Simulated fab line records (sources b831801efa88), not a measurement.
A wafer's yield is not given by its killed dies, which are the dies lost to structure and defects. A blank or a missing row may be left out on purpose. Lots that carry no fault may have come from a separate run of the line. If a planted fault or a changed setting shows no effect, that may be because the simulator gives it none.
fab line records | flow gf180mcu
[record] lots = 7 wafers = 21 last_day = 33
route steps=602 shown M3@413
lots untouched by any fault: they come from a run of this same line in which no faults occurred
start_h: the number of hours between the record's first day and the start of the first shown wafer of the lot | wait_h: hours from the lot's prior step to this one | " repeats the value in the row above | L1.1+2: a row that stands for several wafers | - either no value or no given start | * or withheld: withheld | < > ~ a bound
route shown NAME@n: names a module that has steps shown in the file, with the first one's number in the route | usual: the fault-free wafers' mean and standard deviation | same: alike in all rows | chamber/n: place in a boat | sites: each site's reading | _std_site: how widely they spread, as a standard deviation | _edge_site: mean of outer sites minus mean of inner sites | radius_mm: how far each site lies from the wafer's centre | mask NAME#n: copy n | behind: tool/chamber where the wafer was last shaped | hold: the reason the lot was held/the length of the hold in hours/how it ended | device: whichever transistor did not switch (one of n, p or np) | end of line: tests run on the same wafers once the route is complete | a step with no rows: only its recipe | killed: dies lost to structure and defects at the first sort, not the wafer's yield | map: per-die view of a wafer (x killed, . not killed, _ where there is no die)
set.NAME: the setting as run; set.NAME@STEP: as run at that earlier step | model.NAME: the simulator's own value behind a step, which no gauge read
certain route steps with their lots: each step a table, each wafer a row
services: a tool's chamber out of use, with start hour (start_h, from the record's first day; less than 0 if before it), hours out, and reason
[[steps]]
[step GF_M3_SPUTTER_04]
[recipe] material = TiN target_thk_nm = 50 power_w = 6500 time_s = 41.7 chamber_pressure_pa = 0.4
[usual] cathode_dc_power_W = 6500.0/1 throttle_valve_pct = 29.6/0.75
// columns lot.wafer tool chamber start_h wait_h cathode_dc_power_W throttle_valve_pct
L951.1 pvd_sputter-02 - 498.16 0.0 6500.6 28.9
L951.4 " - " " 6501.7 31.6
L951.6 " - " " 6499.9 31.2
L957.2 pvd_sputter-03 - 549.68 0.0 6499.5 29.4
L957.3 " - " " 6499.3 28.8
L957.4 " - " " 6499.2 29.3
L959.1 pvd_sputter-03 - 564.77 0.0 6500.7 28.7
L959.3 " - " " 6499.5 28.9
L959.6 " - " " 6499.7 29.3
L960.1 pvd_sputter-02 - 565.07 0.0 6499.5 29.4
L960.2 " - " " 6499.7 28.7
L960.5 " - " " 6500.9 31.3
L961.1 pvd_sputter-02 - 580.72 0.0 6499.8 28.9
L961.4 " - " " 6499.6 31.4
L961.6 " - " " 6498.4 31.6
L963.1 pvd_sputter-03 - 594.21 0.0 6499.9 28.8
L963.2 " - " " 6500.4 29.6
L963.5 " - " " 6499.7 29.4
L964.4 pvd_sputter-01 - 599.79 0.0 6498.9 29.7
L964.5 " - " " 6500.7 29.8
L964.6 " - " " 6500.1 30.5
[step GF_M3_RS_MEAS_05]
[recipe] thk_meas_gauge = four-point-probe reads = TiN_of_M3_SPUTTER_04+Ti_of_M3_SPUTTER_03+AlCu_of_M3_SPUTTER_02+TiN_of_M3_SPUTTER_01+Ti_of_M3_SPUTTER_00
[usual] M3_ALCU_RS = 0.0695/0.00091
// columns lot.wafer tool chamber start_h wait_h M3_ALCU_RS[ohm/sq]
L951.1 film_metro-03 - 498.20 0.0 0.0691
L951.4 " - " " 0.0687
L951.6 " - " " 0.0687
L957.2 film_metro-04 - 549.74 0.0 0.0692
L957.3 " - " " 0.0685
L957.4 " - " " 0.0675
L959.1 film_metro-02 - 564.81 0.0 0.0695
L959.3 " - " " 0.0695
L959.6 " - " " 0.0702
L960.1 film_metro-02 - 565.11 0.0 0.0688
L960.2 " - " " 0.0688
L960.5 " - " " 0.0681
L961.1 film_metro-04 - 580.76 0.0 0.0680
L961.4 " - " " 0.0679
L961.6 " - " " 0.0679
L963.1 film_metro-03 - 594.25 0.0 0.0699
L963.2 " - " " 0.0694
L963.5 " - " " 0.0692
L964.4 film_metro-02 - 599.89 0.1 0.0698
L964.5 " - " " 0.0700
L964.6 " - " " 0.0701
[step GF_M3_THK_MEAS_06]
[recipe] thk_meas_gauge = xrf reads = AlCu_of_M3_SPUTTER_02
[usual] M3_ALCU_THK = 443/6
// columns lot.wafer tool chamber start_h wait_h M3_ALCU_THK[nm]
L951.1 film_metro-03 - 498.32 0.1 447
L951.4 " - " " 450
L951.6 " - " " 452
L957.2 film_metro-04 - 549.85 0.1 445
L957.3 " - " " 449
L957.4 " - " " 458
L959.1 film_metro-02 - 564.93 0.1 438
L959.3 " - " " 441
L959.6 " - " " 433
L960.1 film_metro-02 - 565.23 0.1 443
L960.2 " - " " 442
L960.5 " - " " 449
L961.1 film_metro-04 - 580.88 0.1 451
L961.4 " - " " 454
L961.6 " - " " 455
L963.1 film_metro-03 - 594.37 0.1 445
L963.2 " - " " 450
L963.5 " - " " 451
L964.4 film_metro-02 - 599.98 0.1 435
L964.5 " - " " 437
L964.6 " - " " 438
[step GF_M3_DEHYDRATE_07]
[recipe] temp_c = 200 time_s = 60
[step GF_M3_HMDS_08]
[recipe] prime_time_s = 60 prime_temp_c = 120
[step GF_M3_COAT_09]
[recipe] resist = KrF spin_rpm = withheld resist_thk_nm = 1000
[step GF_M3_SOFTBAKE_10]
[recipe] temp_c = 130 time_s = 60 resist = KrF
[step GF_M3_EXPOSE_11]
[recipe] mask_id = Metal3 target_cd_nm = 280 na = 0.68 source_shape = conventional sigma_outer = 0.6 dose_mj = 28
[step GF_M3_PEB_12]
[recipe] peb_temp_c = 135 peb_time_s = 90 resist = KrF
[step GF_M3_DEVELOP_13]
[recipe] develop_time_s = 60 dev_temp_c = 21
[step GF_M3_CD_MEAS_14]
[recipe] target_cd_nm = 280
[usual] cd_nm = 279.9/1.3
// columns lot.wafer tool chamber start_h wait_h cd_nm
L951.1 cd_sem-01 - 521.64 0.1 278.6
L951.4 " - " " 278.9
L951.6 " - " " 278.6
L957.2 cd_sem-01 - 571.50 0.1 281.8
L957.3 " - " " 282.1
L957.4 " - " " 281.8
L959.1 cd_sem-02 - 586.44 0.1 280.1
L959.3 " - " " 279.2
L959.6 " - " " 279.5
L960.1 cd_sem-02 - 586.64 0.1 281.1
L960.2 " - " " 281.0
L960.5 " - " " 282.1
L961.1 cd_sem-01 - 602.34 0.1 279.1
L961.4 " - " " 279.7
L961.6 " - " " 279.2
L963.1 cd_sem-02 - 615.07 0.1 280.2
L963.2 " - " " 279.6
L963.5 " - " " 280.7
L964.4 cd_sem-02 - 620.80 0.1 281.8
L964.5 " - " " 282.1
L964.6 " - " " 282.6
[step GF_M3_OVL_MEAS_15]
[usual] M3_OVL = -4/5.5
// columns lot.wafer tool chamber start_h wait_h M3_OVL[nm]
L951.1 overlay-01 - 521.76 0.1 -11
L951.4 " - " " -6
L951.6 " - " " -8
L957.2 overlay-02 - 571.60 0.1 -5
L957.3 " - " " -8
L957.4 " - " " -4
L959.1 overlay-01 - 586.56 0.1 -10
L959.3 " - " " -2
L959.6 " - " " -9
L960.1 overlay-01 - 586.76 0.1 0
L960.2 " - " " 0
L960.5 " - " " 5
L961.1 overlay-01 - 602.46 0.1 7
L961.4 " - " " 10
L961.6 " - " " 2
L963.1 overlay-02 - 615.19 0.1 -3
L963.2 " - " " 2
L963.5 " - " " 0
L964.4 overlay-02 - 620.87 0.1 -10
L964.5 " - " " 0
L964.6 " - " " -8
[step GF_M3_METAL_ETCH_16]
[recipe] chemistry = Cl2/BCl3 mask_material = KrF target_depth_nm = 627.5 stop_on = SiO2 pressure_mtorr = 8 icp_w = 800 bias_w = 140 Cl2_flow_sccm = 80 bcl3_flow_sccm = 40 time_s = 104.6
[usual] bcl3_flow_sccm = 40.01/0.12 bias_w = 140.0/0.42 drypump_motor_current_A = 5.87/0.25 oes_product_au = 0.972/0.0072 throttle_valve_pct = 28.251/0.011
// columns lot.wafer tool chamber start_h wait_h bcl3_flow_sccm bias_w drypump_motor_current_A oes_product_au rf_hours_counter_h throttle_valve_pct model.KrF_of_M3_COAT_09.thk_nm
L951.1 rie_metal-01 0 521.79 0.0 39.99 140.5 5.74 0.972 2 28.242 735.4
L951.4 " 1 " " 39.79 140.9 5.45 0.977 - 28.251 738.5
L951.6 " 1 " " 39.91 140.3 5.46 0.976 - 28.237 736.1
L957.2 rie_metal-03 1 571.63 0.0 40.20 140.7 6.18 0.977 9 28.243 727.9
L957.3 " 0 " " 39.91 140.1 5.98 0.980 - 28.234 737.4
L957.4 " 1 " " 39.90 139.8 6.15 0.974 - 28.236 725.9
L959.1 rie_metal-04 1 586.59 0.0 - - - - - - 985.6
L959.3 " 1 " " - - - - - - 984.1
L959.6 " 1 " " - - - - - - 983
L960.1 rie_metal-01 0 586.80 0.0 - - - - - - 980.9
L960.2 " 1 " " - - - - - - 981.6
L960.5 " 1 " " - - - - - - 982.5
L961.1 rie_metal-04 1 602.49 0.0 - - - - - - 987.4
L961.4 " 1 " " - - - - - - 990.9
L961.6 " 1 " " - - - - - - 986.6
L963.1 rie_metal-04 1 615.23 0.0 40.08 139.8 5.91 0.969 12 28.249 736
L963.2 " 0 " " 40.11 140.2 6.16 0.977 2 28.250 739.9
L963.5 " 1 " " 40.16 139.5 5.91 0.967 - 28.240 737.2
L964.4 rie_metal-01 0 620.94 0.1 40.31 139.8 5.74 0.973 - 28.255 729.9
L964.5 " 0 " " 40.04 139.9 5.74 0.964 - 28.253 731.1
L964.6 " 1 " " 39.88 139.9 5.46 0.971 - 28.264 739.9
[step GF_M3_STRIP_17]
[recipe] chemistry = O2/N2 power_w = 1400 pressure_mtorr = 1500 platen_temp_c = 250 o2_flow_sccm = 3000 n2_flow_sccm = 300 overash_fraction = 0.5
[usual] drypump_motor_current_A = 5.6/0.57 heater_power_w = 363/55 oes_product_au = 0.558/0.0048 strip_time_to_endpoint_s = 7.88/0.043
// columns lot.wafer tool chamber start_h wait_h drypump_motor_current_A heater_power_w oes_product_au rf_hours_counter_h strip_time_to_endpoint_s
L951.1 plasma_asher-04 0 521.91 0.1 5.1 298 0.566 9 7.88
L951.4 " 1 " " 5.2 440 0.558 - 7.90
L951.6 " 1 " " 5.2 422 0.552 - 7.87
L957.2 plasma_asher-04 1 571.74 0.1 5.2 428 0.558 15 7.81
L957.3 " 0 " " 5.0 302 0.550 - 7.90
L957.4 " 1 " " 5.2 443 0.553 - 7.79
L959.1 plasma_asher-04 1 586.71 0.1 5.2 435 0.660 16 10.21
L959.3 " 0 " " 5.0 302 0.656 - 10.21
L959.6 " 1 " " 5.2 426 0.660 - 10.19
L960.1 plasma_asher-01 0 586.91 0.1 6.6 421 0.653 94 10.15
L960.2 " 1 " " 6.0 325 0.670 94 10.18
L960.5 " 0 " " 6.7 412 0.653 - 10.18
L961.1 plasma_asher-02 0 602.61 0.1 5.9 359 0.656 85 10.24
L961.4 " 1 " " 5.7 332 0.657 - 10.26
L961.6 " 1 " " 5.7 340 0.666 - 10.22
L963.1 plasma_asher-01 1 615.34 0.1 6.0 325 0.555 97 7.87
L963.2 " 0 " " 6.6 416 0.567 97 7.92
L963.5 " 1 " " 6.0 316 0.559 - 7.89
L964.4 plasma_asher-04 0 621.08 0.1 5.0 312 0.555 - 7.81
L964.5 " 0 " " 5.0 301 0.557 - 7.84
L964.6 " 1 " " 5.2 443 0.559 - 7.92
[step GF_M3_STRIP_18]
[recipe] chemistry = post_etch_residue_remover time_s = 1200 temp_c = 72.5
[[services]]
// columns tool chamber start_h hours kind
rie_metal-04 - 477.92 0.9 repair
pvd_sputter-01 1 485.84 - consumable_replace:kit
pvd_sputter-01 1 485.84 18.0 scheduled_down
pvd_sputter-01 1 485.84 18.0 vent_cycle
rie_metal-03 1 487.91 7.5 repair
plasma_asher-04 - 491.10 2.8 pm
plasma_asher-04 - 494.74 0.9 repair
pvd_sputter-02 - 524.51 4.8 repair
rie_metal-04 0 531.13 - clean
rie_metal-04 0 531.13 11.2 scheduled_down
rie_metal-04 0 531.13 11.2 vent_cycle
rie_metal-03 1 535.55 4.1 repair
pvd_sputter-03 2 581.52 - consumable_replace:kit
pvd_sputter-03 2 581.52 18.0 scheduled_down
pvd_sputter-03 2 581.52 18.0 vent_cycle
plasma_asher-02 - 597.22 0.4 repair
rie_metal-01 - 597.68 0.8 repair
pvd_sputter-01 0 605.19 - consumable_replace:kit
pvd_sputter-01 0 605.19 18.0 scheduled_down
pvd_sputter-01 0 605.19 18.0 vent_cycle
plasma_asher-02 - 608.55 15.6 pm
[[key]]
[first_sign] step = GF_M3_METAL_ETCH_16 reading = tool_record direction = missing
[effect] step = GF_M3_STRIP_17 reading = strip_time_to_endpoint_s direction = up sigmas = 54 usual = * struck = *
[model_effect] step = GF_M3_METAL_ETCH_16 value = KrF_of_M3_COAT_09.thk_nm without = 733.2 struck = 984.7
met_at GF_M3_METAL_ETCH_16
struck_wafers L959.1,L959.3,L959.6,L960.1,L960.2,L960.5,L961.1,L961.4,L961.6
later_rows_left_out L959.1,L959.3,L959.6,L960.1,L960.2,L960.5,L961.1,L961.4,L961.6
sort_left_out L959.1,L959.3,L959.6,L960.1,L960.2,L960.5,L961.1,L961.4,L961.6
onset_between 521.79 586.59
[fault] kind = skipped_step_whole tool = rie_metal-01,rie_metal-04 chamber = - onset_h = 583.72 steps = GF_M3_METAL_ETCH_16 scope = struck_lots_only
// sort_left_out: the simulated sort isn't trusted on such a fault, so these wafers' sort isn't shown, and their yield isn't known
// later_rows_left_out: the simulator's readings of these wafers behind a module that went badly wrong aren't trusted and aren't shown, but for the sort
